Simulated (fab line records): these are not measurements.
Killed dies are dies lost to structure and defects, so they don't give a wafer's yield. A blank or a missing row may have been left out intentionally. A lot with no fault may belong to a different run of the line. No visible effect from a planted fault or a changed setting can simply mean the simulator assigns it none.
What tool caused it?    flow sky130    15 lots, 45 wafers sampled, at 4 steps of a route of 708

WHAT EACH GAUGE READ, for each wafer
SKY_FIELD_ISO_THK_MEAS_25. Usual: for FIELD_ISO_CVD_24_THK the level is 593 nm and the standard deviation is 5.3.
lot   measured     on             FIELD_ISO_CVD_24_THK (nm)  flag
L563  day 2 05:24  film_metro-01  600 595 602                
L564  day 2 15:50  film_metro-01  586 592 593                
L565  day 2 20:29  film_metro-04  597 592 601                
L566  day 3 00:22  film_metro-03  596 601 595                
L567  day 3 03:40  film_metro-01  594 602 596                
L568  day 3 11:20  film_metro-04  592 594 590                
L569  day 3 18:55  film_metro-03  601 596 601                
L572  day 4 07:37  film_metro-01  595 595 591                
L576  day 5 04:17  film_metro-04  589 597 599                
L577  day 5 10:34  film_metro-04  597 591 592                
L579  day 5 19:14  film_metro-01  593 587 589                
L580  day 6 00:50  film_metro-01  588 592 599                
L581  day 6 03:32  film_metro-03  589 600 583                
L583  day 6 17:28  film_metro-04  591 597 590                
L586  day 7 07:16  film_metro-03  586 586 595                

SKY_DNWELL_TW_MEAS_09. Usual: for DNWELL_TW the level is 1118 and the standard deviation is 8.2.
lot   measured     on             DNWELL_TW       flag
L563  day 3 01:14  film_metro-01  1115 1115 1116  
L564  day 3 11:43  film_metro-04  1107 1100 1109  
L565  day 3 16:32  film_metro-01  1117 1125 1125  
L566  day 3 20:55  film_metro-01  1125 1130 1129  
L567  day 4 01:28  film_metro-04  1113 1109 1109  
L568  day 4 18:23  film_metro-04  1108 1106 1106  
L569  day 4 20:02  film_metro-04  1116 1116 1110  
L572  day 5 07:57  film_metro-01  1137 1131 1137  
L576  day 6 03:23  film_metro-04  1110 1112 1109  
L577  day 6 08:56  film_metro-04  1121 1119 1115  
L579  day 6 20:32  film_metro-01  1130 1131 1126  
L580  day 7 01:11  film_metro-02  1116 1121 1122  
L581  day 7 02:25  film_metro-02  1118 1122 1113  
L583  day 8 01:31  film_metro-01  1124 1123 1128  
L586  day 8 14:24  film_metro-01  1125 1128 1122  

SKY_LDD_HVP_TW_MEAS_10. Usual: for LDD_HVP_TW the level is 457.9 and the standard deviation is 3.
lot   measured      on             LDD_HVP_TW         flag
L563  day 20 18:55  film_metro-01  462.1 461.0 461.0  
L564  day 21 21:34  film_metro-01  459.0 457.9 456.8  
L565  day 21 23:16  film_metro-01  457.3 454.4 457.0  
L566  day 22 07:16  film_metro-03  30.1 30.0 30.1     OFF
L567  day 23 22:26  film_metro-02  30.1 30.4 30.2     OFF
L568  day 24 04:37  film_metro-03  29.7 30.0 29.9     OFF
L569  day 24 05:22  film_metro-02  458.3 460.3 455.7  
L572  day 24 23:14  film_metro-01  460.2 459.6 462.1  
L576  day 26 03:49  film_metro-01  455.2 459.3 456.2  
L577  day 26 09:28  film_metro-03  452.9 454.4 452.4  
L579  day 27 22:40  film_metro-02  455.5 454.9 457.6  
L580  day 27 23:16  film_metro-01  457.8 460.3 458.6  
L581  day 28 04:43  film_metro-01  461.1 460.7 462.8  
L583  day 29 03:19  film_metro-02  458.5 458.7 460.7  
L586  day 29 17:58  film_metro-01  462.3 463.3 462.1  

WHICH TOOL RAN EACH LOT (tool, then ch and the chambers of the sampled wafers, then the start)
lot   SKY_LDD_HVP_IMPLANT_08
L563  implanter-02 ch 0, day 20 18:40
L564  implanter-01 ch 0, day 21 21:20
L565  implanter-02 ch 0, day 21 23:01
L566  implanter-02, day 22 07:02
L567  implanter-01, day 23 22:12
L568  implanter-02, day 24 04:22
L569  implanter-03 ch 0, day 24 05:07
L572  implanter-01 ch 0, day 24 23:01
L576  implanter-02 ch 0, day 26 03:35
L577  implanter-02 ch 0, day 26 09:13
L579  implanter-01 ch 0, day 27 22:25
L580  implanter-02 ch 0, day 27 23:01
L581  implanter-02 ch 0, day 28 04:28
L583  implanter-02 ch 0, day 29 03:04
L586  implanter-02 ch 0, day 29 17:43
- SKY_LDD_HVP_IMPLANT_08

WHAT THE TOOLS THEMSELVES READ (means of the sampled wafers that have a number; where no wafer has one, the mark that the record gives instead)
SKY_LDD_HVP_IMPLANT_08. Usual: beam_energy_keV 20.000, standard deviation 0.0056; beam_on_s 10.00 s, standard deviation 0.18.
lot   tool          beam_energy_keV  beam_on_s (s)  flag
L563  implanter-02  20.002           10.14          
L564  implanter-01  20.002           9.98           
L565  implanter-02  19.999           10.14          
L566  implanter-02  -                -              OFF
L567  implanter-01  -                -              OFF
L568  implanter-02  -                -              OFF
L569  implanter-03  19.998           9.92           
L572  implanter-01  20.000           9.93           
L576  implanter-02  20.000           9.82           
L577  implanter-02  20.005           10.01          
L579  implanter-01  20.002           9.86           
L580  implanter-02  19.989           10.04          
L581  implanter-02  19.994           10.09          
L583  implanter-02  20.001           10.00          
L586  implanter-02  20.000           10.17          

THE ANSWER, worked out from the rows above alone
Rule: take the mean of a lot's wafers that have a number; if it is more than 3 standard deviations from the usual mean, the lot is off. Also off: a lot with no number at a reading for which 4 or more lots have one. The other lots that the step has rows for count as sound. Order of review: gauges by route order, followed by the tools' own readings, for which a lot's mean as printed above is used. At the first step where some lot is off, the reading lying furthest off is the one used; lots without a number count as furthest.
Off: at SKY_LDD_HVP_TW_MEAS_10 (LDD_HVP_TW), L566, L567, L568.
If a tool, at a process step before that reading, ran all the lots that are off and no sound lot after the first of them, it fits. Not tried: the gauges at SKY_LDD_HVP_TW_MEAS_10; whatever is off there is also off at SKY_LDD_HVP_IMPLANT_08, on other tools, and gauge error can't account for it. Not one of the candidates tried fits.

WHAT THE SIMULATOR PUT IN
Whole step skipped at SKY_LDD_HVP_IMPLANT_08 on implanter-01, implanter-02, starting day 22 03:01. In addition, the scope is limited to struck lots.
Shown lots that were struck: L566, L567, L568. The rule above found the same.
